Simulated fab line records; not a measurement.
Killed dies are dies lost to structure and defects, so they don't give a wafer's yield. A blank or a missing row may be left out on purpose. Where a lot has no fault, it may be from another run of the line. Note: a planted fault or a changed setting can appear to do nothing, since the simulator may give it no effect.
fab line records | flow sky130
record lots=13 | wafers=39 | last_day=50
route steps=708 shown FIELD_ISO@3 PWDE@54 NWELL@67
lots with no fault: from the same line, run without faults
start_h: the number of hours between the record's first day and the start of the first shown wafer of the lot | wait_h: hours from the lot's prior step to this one | " identical to the entry in the row above | L1.1+2: one row covering several wafers at once | - either no value or no given start | * or withheld: withheld | < > ~ a bound
route shown NAME@n: NAME is a module with steps in the file, n the number in the route of the first one | usual: mean and standard deviation over wafers with no fault | same: alike in all rows | chamber/n: place in a boat | sites: per-site readings | _std_site: standard deviation of those values | _edge_site: the outer-site mean with the inner-site mean subtracted | radius_mm: for every site, how far away it sits from the centre of the wafer | mask NAME#n: copy n | behind: the last tool/chamber to shape the wafer | hold: reason for holding the lot/hours on hold/outcome of the hold | device: whichever transistor did not switch (one of n, p or np) | end of line: the tests these same wafers got at the end of their route | a step with no rows: only its recipe | killed: the dies lost at the first sort to structure and to defects; this is not the yield of the wafer | map: dies across one wafer; x = killed, . = not, _ = none there
set.NAME: the setting as run; set.NAME@STEP: as run at that earlier step | model.NAME: the simulator's own value behind a step, which no gauge read
the route's steps for a sample of lots (tables are steps, rows are wafers)
services: a tool's chamber out of use, with start hour (start_h, from the record's first day; less than 0 if before it), hours out, and reason
## steps
# step SKY_FIELD_ISO_THK_MEAS_02
# recipe reads=SiO2_of_FIELD_ISO_OXIDATION_01
# usual FIELD_ISO_OXIDATION_00_THK=12.02/0.2
lot.wafer | tool          | chamber | start_h | wait_h | FIELD_ISO_OXIDATION_00_THK[nm]
L717.3    | film_metro-04 | -       | 19.57   | 0.0    | 12.30
L717.5    | "             | -       | "       | "      | 12.35
L717.6    | "             | -       | "       | "      | 12.22
L718.2    | film_metro-04 | -       | 22.48   | 0.0    | 11.85
L718.3    | "             | -       | "       | "      | 12.10
L718.5    | "             | -       | "       | "      | 11.92
L719.2    | film_metro-01 | -       | 28.42   | 0.0    | 12.27
L719.3    | "             | -       | "       | "      | 12.03
L719.4    | "             | -       | "       | "      | 12.33
L720.2    | film_metro-01 | -       | 33.18   | 0.0    | 12.13
L720.4    | "             | -       | "       | "      | 12.18
L720.6    | "             | -       | "       | "      | 12.14
L721.1    | film_metro-04 | -       | 37.59   | 0.0    | 12.04
L721.3    | "             | -       | "       | "      | 12.04
L721.6    | "             | -       | "       | "      | 12.07
L722.1    | film_metro-03 | -       | 44.54   | 0.0    | 12.16
L722.2    | "             | -       | "       | "      | 12.29
L722.4    | "             | -       | "       | "      | 12.05
L723.1    | film_metro-01 | -       | 48.97   | 0.0    | 11.64
L723.2    | "             | -       | "       | "      | 11.80
L723.5    | "             | -       | "       | "      | 11.80
L733.2    | film_metro-03 | -       | 96.64   | 0.0    | 12.02
L733.3    | "             | -       | "       | "      | 11.91
L733.5    | "             | -       | "       | "      | 12.13
L734.1    | film_metro-03 | -       | 102.18  | 0.0    | 11.95
L734.3    | "             | -       | "       | "      | 12.02
L734.5    | "             | -       | "       | "      | 12.14
L735.3    | film_metro-04 | -       | 109.02  | 0.0    | 12.07
L735.4    | "             | -       | "       | "      | 11.99
L735.6    | "             | -       | "       | "      | 12.05
L737.1    | film_metro-03 | -       | 118.57  | 0.0    | 12.18
L737.4    | "             | -       | "       | "      | 12.15
L737.5    | "             | -       | "       | "      | 12.17
L738.1    | film_metro-04 | -       | 122.61  | 0.0    | 11.77
L738.2    | "             | -       | "       | "      | 11.88
L738.5    | "             | -       | "       | "      | 11.54
L739.3    | film_metro-03 | -       | 126.65  | 0.0    | 11.96
L739.5    | "             | -       | "       | "      | 12.20
L739.6    | "             | -       | "       | "      | 12.10
# step SKY_FIELD_ISO_ETCH_14
# recipe chemistry=N2/H2 | target=BARC | ion_energy_ev=200 | source_w=500 | bias_w=100 | pressure_mtorr=30 | n2_flow_sccm=100 | h2_flow_sccm=200 | stop_on=SiO2 | time_s=45.9 | target_depth_a=600
# usual drypump_motor_current_A=5.9/0.43 | oes_product_au=0.855/0.0042 | throttle_valve_pct=13.224/0.01
lot.wafer | tool        | chamber | start_h | wait_h | drypump_motor_current_A | oes_product_au | rf_hours_counter_h | throttle_valve_pct
L717.3    | rie_diel-01 | 2       | 37.06   | 0.1    | 5.1                     | 0.861          | 7                  | 13.224
L717.5    | "           | 1       | "       | "      | 5.9                     | 0.848          | -                  | 13.222
L717.6    | "           | 2       | "       | "      | 5.1                     | 0.851          | -                  | 13.223
L718.2    | rie_diel-04 | 2       | 40.26   | 0.1    | 5.3                     | 0.852          | 34                 | 13.216
L718.3    | "           | 1       | "       | "      | 6.1                     | 0.858          | 163                | 13.240
L718.5    | "           | 1       | "       | "      | 6.1                     | 0.854          | -                  | 13.223
L719.2    | rie_diel-04 | 2       | 46.08   | 0.1    | 5.3                     | 0.857          | 34                 | 13.209
L719.3    | "           | 0       | "       | "      | 5.6                     | 0.857          | 130                | 13.227
L719.4    | "           | 3       | "       | "      | 6.6                     | 0.857          | 146                | 13.221
L720.2    | rie_diel-04 | 1       | 50.03   | 0.1    | 6.1                     | 0.851          | 164                | 13.214
L720.4    | "           | 3       | "       | "      | 6.6                     | 0.857          | 146                | 13.226
L720.6    | "           | 0       | "       | "      | 5.6                     | 0.852          | -                  | 13.213
L721.1    | rie_diel-01 | 1       | 55.86   | 0.1    | 6.0                     | 0.850          | 83                 | 13.219
L721.3    | "           | 2       | "       | "      | 5.1                     | 0.861          | 7                  | 13.238
L721.6    | "           | 3       | "       | "      | 5.7                     | 0.852          | -                  | 13.201
L722.1    | rie_diel-02 | 3       | 61.43   | 0.1    | 6.0                     | 0.852          | 28                 | 13.230
L722.2    | "           | 1       | "       | "      | 5.9                     | 0.855          | 21                 | 13.216
L722.4    | "           | 2       | "       | "      | 5.8                     | 0.851          | 83                 | 13.231
L723.1    | rie_diel-02 | 1       | 66.78   | 0.1    | 5.9                     | 0.859          | 22                 | 13.213
L723.2    | "           | 0       | "       | "      | 6.0                     | 0.862          | 17                 | 13.216
L723.5    | "           | 0       | "       | "      | 6.0                     | 0.855          | -                  | 13.199
L733.2    | rie_diel-01 | 2       | 115.63  | 0.1    | 5.1                     | 0.854          | 8                  | 13.220
L733.3    | "           | 3       | "       | "      | 5.7                     | 0.853          | 9                  | 13.223
L733.5    | "           | 3       | "       | "      | 5.7                     | 0.853          | -                  | 13.229
L734.1    | rie_diel-04 | 3       | 120.88  | 0.1    | 6.6                     | 0.857          | 147                | 13.226
L734.3    | "           | 0       | "       | "      | 5.6                     | 0.849          | 131                | 13.238
L734.5    | "           | 3       | "       | "      | 6.6                     | 0.853          | -                  | 13.228
L735.3    | rie_diel-04 | 2       | 129.26  | 0.1    | 5.3                     | 0.858          | 36                 | 13.225
L735.4    | "           | 0       | "       | "      | 5.6                     | 0.852          | -                  | 13.226
L735.6    | "           | 3       | "       | "      | 6.6                     | 0.852          | -                  | 13.221
L737.1    | rie_diel-01 | 3       | 140.03  | 0.1    | 5.7                     | 0.857          | 9                  | 13.217
L737.4    | "           | 2       | "       | "      | 5.1                     | 0.861          | 9                  | 13.234
L737.5    | "           | 0       | "       | "      | 6.6                     | 0.858          | -                  | 13.226
L738.1    | rie_diel-02 | 1       | 143.81  | 0.1    | 5.9                     | 0.858          | 23                 | 13.234
L738.2    | "           | 3       | "       | "      | 6.0                     | 0.849          | 29                 | 13.227
L738.5    | "           | 0       | "       | "      | 6.0                     | 0.859          | -                  | 13.237
L739.3    | rie_diel-01 | 2       | 147.98  | 0.1    | 5.1                     | 0.851          | 9                  | 13.229
L739.5    | "           | 1       | "       | "      | 6.0                     | 0.852          | -                  | 13.224
L739.6    | "           | 2       | "       | "      | 5.1                     | 0.849          | -                  | 13.212
# step SKY_PWDE_STRIP_09
# recipe chemistry=O2/N2 | power_w=1400 | pressure_mtorr=1500 | platen_temp_c=withheld | o2_flow_sccm=3000 | n2_flow_sccm=300 | overash_fraction=0.5
# usual drypump_motor_current_A=5.8/0.57 | oes_product_au=0.723/0.0044 | strip_time_to_endpoint_s=36.89/0.11
lot.wafer | tool            | chamber | start_h | wait_h | drypump_motor_current_A | oes_product_au | rf_hours_counter_h | strip_time_to_endpoint_s
L717.3    | plasma_asher-02 | 1       | 82.13   | 0.1    | 4.9                     | 0.719          | -                  | 37.13
L717.5    | "               | 1       | "       | "      | 4.9                     | 0.717          | -                  | 36.98
L717.6    | "               | 0       | "       | "      | 6.5                     | 0.722          | -                  | 37.06
L718.2    | plasma_asher-02 | 1       | 83.21   | 0.1    | 4.9                     | 0.725          | 40                 | 36.95
L718.3    | "               | 0       | "       | "      | 6.6                     | 0.724          | -                  | 36.92
L718.5    | "               | 0       | "       | "      | 6.5                     | 0.718          | -                  | 36.80
L719.2    | plasma_asher-03 | 1       | 89.01   | 0.1    | 6.3                     | 0.726          | 28                 | 36.87
L719.3    | "               | 1       | "       | "      | 6.3                     | 0.728          | -                  | 36.80
L719.4    | "               | 0       | "       | "      | 6.1                     | 0.723          | -                  | 36.84
L720.2    | plasma_asher-02 | 0       | 92.41   | 0.1    | 6.6                     | 0.727          | 41                 | 36.78
L720.4    | "               | 0       | "       | "      | 6.5                     | 0.723          | -                  | 36.93
L720.6    | "               | 1       | "       | "      | 4.9                     | 0.718          | -                  | 36.94
L721.1    | plasma_asher-02 | 0       | 96.96   | 0.1    | 6.5                     | 0.725          | 41                 | 36.87
L721.3    | "               | 0       | "       | "      | 6.6                     | 0.719          | -                  | 36.84
L721.6    | "               | 0       | "       | "      | 6.6                     | 0.729          | -                  | 36.93
L722.1    | plasma_asher-02 | 1       | 101.90  | 0.1    | 4.9                     | 0.973          | 42                 | -
L722.2    | "               | 0       | "       | "      | 6.5                     | 0.969          | 42                 | -
L722.4    | "               | 0       | "       | "      | 6.5                     | 0.966          | -                  | -
L723.1    | plasma_asher-03 | 1       | 107.56  | 0.1    | 6.3                     | 0.723          | 31                 | 36.86
L723.2    | "               | 0       | "       | "      | 6.0                     | 0.714          | 31                 | 36.88
L723.5    | "               | 0       | "       | "      | 6.0                     | 0.729          | -                  | 36.84
L733.2    | plasma_asher-02 | 0       | 162.95  | 0.1    | 6.6                     | 0.723          | 4                  | 36.83
L733.3    | "               | 1       | "       | "      | 4.9                     | 0.730          | -                  | 36.92
L733.5    | "               | 1       | "       | "      | 4.9                     | 0.727          | -                  | 36.81
L734.1    | plasma_asher-01 | 1       | 168.89  | 0.1    | 5.7                     | 0.722          | 50                 | 37.11
L734.3    | "               | 1       | "       | "      | 5.7                     | 0.724          | -                  | 36.98
L734.5    | "               | 0       | "       | "      | 5.9                     | 0.717          | -                  | 37.15
L735.3    | plasma_asher-01 | 0       | 178.32  | 0.1    | 5.9                     | 0.719          | -                  | 36.68
L735.4    | "               | 1       | "       | "      | 5.7                     | 0.724          | -                  | 36.79
L735.6    | "               | 1       | "       | "      | 5.7                     | 0.724          | -                  | 36.68
L737.1    | plasma_asher-02 | 0       | 188.06  | 0.1    | 6.6                     | 0.720          | 6                  | 36.75
L737.4    | "               | 1       | "       | "      | 4.9                     | 0.726          | -                  | 36.79
L737.5    | "               | 1       | "       | "      | 4.8                     | 0.715          | -                  | 36.76
L738.1    | plasma_asher-02 | 0       | 191.80  | 0.1    | 6.6                     | 0.728          | 6                  | 36.81
L738.2    | "               | 1       | "       | "      | 4.8                     | 0.720          | 6                  | 36.93
L738.5    | "               | 1       | "       | "      | 4.9                     | 0.719          | -                  | 36.80
L739.3    | plasma_asher-03 | 1       | 196.64  | 0.1    | 6.3                     | 0.725          | -                  | 36.74
L739.5    | "               | 1       | "       | "      | 6.3                     | 0.726          | -                  | 36.85
L739.6    | "               | 0       | "       | "      | 6.0                     | 0.725          | -                  | 36.80
# step SKY_NWELL_STRIP_14
# recipe chemistry=O2/N2 | power_w=1400 | pressure_mtorr=1500 | platen_temp_c=withheld | o2_flow_sccm=3000 | n2_flow_sccm=300 | overash_fraction=0.5
# usual drypump_motor_current_A=6.0/0.62 | oes_product_au=0.722/0.0044 | strip_time_to_endpoint_s=36.89/0.089
lot.wafer | tool            | chamber | start_h | wait_h | drypump_motor_current_A | oes_product_au | rf_hours_counter_h | strip_time_to_endpoint_s
L717.3    | plasma_asher-02 | 1       | 99.46   | 0.1    | 4.9                     | 0.720          | -                  | 36.89
L717.5    | "               | 1       | "       | "      | 4.9                     | 0.722          | -                  | 36.99
L717.6    | "               | 0       | "       | "      | 6.6                     | 0.726          | -                  | 36.92
L718.2    | plasma_asher-02 | 1       | 100.38  | 0.1    | 4.9                     | 0.724          | 42                 | 36.79
L718.3    | "               | 0       | "       | "      | 6.5                     | 0.720          | -                  | 36.80
L718.5    | "               | 1       | "       | "      | 4.9                     | 0.715          | -                  | 36.82
L719.2    | plasma_asher-02 | 1       | 106.84  | 0.1    | 4.9                     | 0.724          | 43                 | 37.02
L719.3    | "               | 0       | "       | "      | 6.5                     | 0.726          | -                  | 36.94
L719.4    | "               | 1       | "       | "      | 4.9                     | 0.730          | -                  | 36.96
L720.2    | plasma_asher-03 | 1       | 110.31  | 0.1    | 6.3                     | 0.726          | 31                 | 36.92
L720.4    | "               | 1       | "       | "      | 6.3                     | 0.730          | -                  | 36.93
L720.6    | "               | 1       | "       | "      | 6.3                     | 0.727          | -                  | 36.83
L721.1    | plasma_asher-03 | 0       | 114.04  | 0.1    | 6.1                     | 0.720          | 32                 | 36.88
L721.3    | "               | 0       | "       | "      | 6.1                     | 0.721          | -                  | 36.77
L721.6    | "               | 1       | "       | "      | 6.3                     | 0.718          | -                  | 36.72
L722.1    | plasma_asher-02 | 1       | 119.38  | 0.1    | 4.9                     | 0.721          | 0                  | 39.44
L722.2    | "               | 0       | "       | "      | 6.6                     | 0.728          | 0                  | 39.42
L722.4    | "               | 0       | "       | "      | 6.6                     | 0.725          | -                  | 39.48
L723.1    | plasma_asher-02 | 1       | 125.23  | 0.1    | 4.9                     | 0.720          | 0                  | 36.87
L723.2    | "               | 0       | "       | "      | 6.5                     | 0.722          | 0                  | 36.85
L723.5    | "               | 0       | "       | "      | 6.5                     | 0.719          | -                  | 36.89
L733.2    | plasma_asher-03 | 0       | 183.96  | 0.1    | 6.1                     | 0.720          | 39                 | 36.84
L733.3    | "               | 1       | "       | "      | 6.3                     | 0.719          | -                  | 36.87
L733.5    | "               | 0       | "       | "      | 6.0                     | 0.719          | -                  | 36.91
L734.1    | plasma_asher-02 | 0       | 190.36  | 0.1    | 6.5                     | 0.714          | 6                  | 36.96
L734.3    | "               | 0       | "       | "      | 6.6                     | 0.717          | -                  | 37.14
L734.5    | "               | 0       | "       | "      | 6.6                     | 0.724          | -                  | 37.03
L735.3    | plasma_asher-03 | 0       | 199.54  | 0.1    | 6.1                     | 0.719          | -                  | 36.75
L735.4    | "               | 1       | "       | "      | 6.3                     | 0.728          | -                  | 36.72
L735.6    | "               | 1       | "       | "      | 6.3                     | 0.717          | -                  | 36.72
L737.1    | plasma_asher-02 | 0       | 210.03  | 0.1    | 6.5                     | 0.726          | 8                  | 36.83
L737.4    | "               | 1       | "       | "      | 4.9                     | 0.719          | -                  | 36.88
L737.5    | "               | 1       | "       | "      | 4.9                     | 0.720          | -                  | 36.75
L738.1    | plasma_asher-03 | 0       | 213.81  | 0.1    | 6.1                     | 0.723          | 41                 | 36.97
L738.2    | "               | 1       | "       | "      | 6.3                     | 0.721          | 41                 | 37.02
L738.5    | "               | 1       | "       | "      | 6.3                     | 0.718          | -                  | 36.92
L739.3    | plasma_asher-04 | 0       | 219.06  | 0.1    | 6.4                     | 0.723          | -                  | 36.73
L739.5    | "               | 0       | "       | "      | 6.5                     | 0.724          | -                  | 36.87
L739.6    | "               | 1       | "       | "      | 6.4                     | 0.720          | -                  | 36.78
# step SKY_NWELL_OVL_MEAS_23
# usual NWELL_01_OVL=-1.4/1.2
lot.wafer | tool       | chamber | start_h | wait_h | NWELL_01_OVL[nm]
L717.3    | overlay-02 | -       | 116.81  | -      | -0.8
L717.5    | "          | -       | "       | "      | -1.4
L717.6    | "          | -       | "       | "      | -1.8
L718.2    | overlay-02 | -       | 117.41  | -      | -2.5
L718.3    | "          | -       | "       | "      | -0.2
L718.5    | "          | -       | "       | "      | -1.4
L719.2    | overlay-02 | -       | 123.98  | -      | -1.1
L719.3    | "          | -       | "       | "      | -3.0
L719.4    | "          | -       | "       | "      | -5.3
L720.2    | overlay-02 | -       | 128.31  | -      | -0.9
L720.4    | "          | -       | "       | "      | -2.7
L720.6    | "          | -       | "       | "      | -0.3
L721.1    | overlay-01 | -       | 132.17  | -      | -3.1
L721.3    | "          | -       | "       | "      | -1.8
L721.6    | "          | -       | "       | "      | 0.1
L722.1    | overlay-02 | -       | 138.44  | -      | -1.3
L722.2    | "          | -       | "       | "      | -0.4
L722.4    | "          | -       | "       | "      | -2.5
L723.1    | overlay-02 | -       | 144.04  | -      | -1.1
L723.2    | "          | -       | "       | "      | -0.8
L723.5    | "          | -       | "       | "      | -2.5
L733.2    | overlay-02 | -       | 205.93  | -      | -1.7
L733.3    | "          | -       | "       | "      | -0.7
L733.5    | "          | -       | "       | "      | -2.2
L734.1    | overlay-02 | -       | 211.94  | -      | -0.9
L734.3    | "          | -       | "       | "      | -1.3
L734.5    | "          | -       | "       | "      | -1.0
L735.3    | overlay-02 | -       | 221.41  | -      | -1.6
L735.4    | "          | -       | "       | "      | -2.9
L735.6    | "          | -       | "       | "      | -0.3
L737.1    | overlay-01 | -       | 232.31  | -      | -3.0
L737.4    | "          | -       | "       | "      | -1.8
L737.5    | "          | -       | "       | "      | -1.9
L738.1    | overlay-02 | -       | 236.36  | -      | -0.6
L738.2    | "          | -       | "       | "      | -0.9
L738.5    | "          | -       | "       | "      | -0.6
L739.3    | overlay-01 | -       | 241.87  | -      | -2.2
L739.5    | "          | -       | "       | "      | -2.0
L739.6    | "          | -       | "       | "      | -1.4
## services
tool            | chamber | start_h | hours | kind
rie_diel-01     | -       | 35.05   | 0.9   | repair
plasma_asher-01 | -       | 47.77   | 4.6   | repair
rie_diel-01     | 3       | 79.01   | 5.8   | repair
plasma_asher-04 | -       | 93.58   | 14.6  | pm
plasma_asher-01 | -       | 95.47   | 3.2   | repair
rie_diel-01     | 2       | 100.55  | 2.9   | repair
rie_diel-04     | 1       | 107.21  | 5.2   | repair
plasma_asher-02 | -       | 108.75  | 9.0   | pm
plasma_asher-02 | 0       | 108.75  | 9.0   | vent_cycle
plasma_asher-02 | 1       | 108.75  | 9.0   | vent_cycle
rie_diel-04     | 1       | 112.44  | -     | clean
rie_diel-04     | 1       | 112.44  | 23.5  | scheduled_down
rie_diel-04     | 1       | 112.44  | 23.5  | vent_cycle
rie_diel-04     | -       | 115.36  | 2.8   | pm
plasma_asher-02 | 0       | 117.75  | -     | clean
plasma_asher-02 | 1       | 117.75  | -     | clean
rie_diel-01     | 2       | 118.34  | 3.0   | repair
plasma_asher-02 | -       | 146.40  | 5.3   | repair
rie_diel-04     | 3       | 193.45  | -     | clean
rie_diel-04     | 3       | 193.45  | 12.5  | scheduled_down
rie_diel-04     | 3       | 193.45  | 12.5  | vent_cycle
plasma_asher-04 | -       | 202.63  | 2.8   | pm
## key
first_sign step=SKY_PWDE_STRIP_09 | reading=oes_product_au | direction=up | sigmas=56 | usual=0.723 | struck=0.969
effect step=SKY_NWELL_STRIP_14 | reading=strip_time_to_endpoint_s | direction=up | sigmas=29 | usual=* | struck=*
met_at SKY_PWDE_STRIP_09
struck_lots L722
sort_left_out L722.1,L722.2,L722.4
tester_left_out L722
not_acting_at SKY_FIELD_ISO_THK_MEAS_02,SKY_FIELD_ISO_ETCH_14,SKY_NWELL_OVL_MEAS_23
onset_between 96.96 101.90
fault kind=strip_aborted | tool=plasma_asher-02 | chamber=- | onset_h=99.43 | steps=SKY_PWDE_STRIP_09 | offset=0.3816 | end_h=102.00
# tester_left_out: of these lots the tester's yield and bins aren't shown, on N5 and GAA mostly nor the transistor test; their killed dies are dies lost to structure and defects alone, not to doping, threshold or leakage, so they don't give the yield
# sort_left_out: the simulated sort isn't trusted on such a fault, so these wafers' sort isn't shown, and their yield isn't known
